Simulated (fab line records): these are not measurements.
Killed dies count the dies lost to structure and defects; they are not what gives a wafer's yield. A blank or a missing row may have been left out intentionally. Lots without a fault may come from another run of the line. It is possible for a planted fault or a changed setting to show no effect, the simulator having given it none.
2 desks, one fault || flow sky130 || what lay behind the numbers comes last; until then each desk has only its own

## METROLOGY DESK
Means of the sampled wafers that have a number, per lot and without regard to the tool the lot ran on: this is what the gauges read. If a lot's mean is further than 4 standard deviations from the usual mean, the lot is out of limits and carries the mark OUT (the distance appears in the brackets).
Columns: A = VIA4_HDPCVD_THK at SKY_VIA4_THK_MEAS_01, usual 1749 nm
{"lot": "L556", "first seen here": "day 41 17:11", "A": 1753}
{"lot": "L557", "first seen here": "day 42 03:04", "A": 1768}
{"lot": "L558", "first seen here": "day 42 13:37", "A": 1746}
{"lot": "L559", "first seen here": "day 42 15:34", "A": 1760}
{"lot": "L560", "first seen here": "day 43 07:20", "A": 1750}
{"lot": "L567", "first seen here": "day 45 00:35", "A": 1806}
{"lot": "L570", "first seen here": "day 46 03:38", "A": 1742}
{"lot": "L573", "first seen here": "day 47 01:22", "A": 1752}
{"lot": "L576", "first seen here": "day 47 09:34", "A": 1732}
{"lot": "L577", "first seen here": "day 47 13:32", "A": 1706}
This desk's finding: nothing out of limits on any of the 10 lots.

## FOR THE TOOL OWNER'S DESK: hdpcvd-01
The tool's own readings at SKY_VIA4_HDPCVD_00 (deposits SiO2, target thk 1750 nm, time 291.7 s): means of the sampled wafers that have a number, for each lot that ran on this tool. If a lot's mean is further than 4 standard deviations from the usual mean, the lot is out of limits and carries the mark OUT (the distance appears in the brackets).
Columns: A = run-length-s at SKY_VIA4_HDPCVD_00, usual 319.4 s
{"lot": "L556", "first seen here": "day 41 17:01", "A": 319.4}
{"lot": "L567", "first seen here": "day 45 00:24", "A": "328.1 (+19) OUT"}
Finding of this desk: L567 out of limits; the first was L567 at day 45 00:24, on run-length-s at SKY_VIA4_HDPCVD_00. In limits: L556.

## TAKEN TOGETHER
The tool owner's desk had the chance to raise an alarm at day 45 00:24 on L567.
Metrology desk: nothing out of limits seen.
The metrology desk has L567 on record, within its limits.
All the named lots went through SKY_VIA4_HDPCVD_00 on hdpcvd-01.

## WHAT HAD BEEN PUT IN BY THE SIMULATOR
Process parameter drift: hdpcvd-01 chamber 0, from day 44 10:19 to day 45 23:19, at SKY_VIA4_HDPCVD_00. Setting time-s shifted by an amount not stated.
Lots struck among those shown: L567.
Hours from the fault's start to each desk's first reading out of limits: the tool owner's desk, 14.
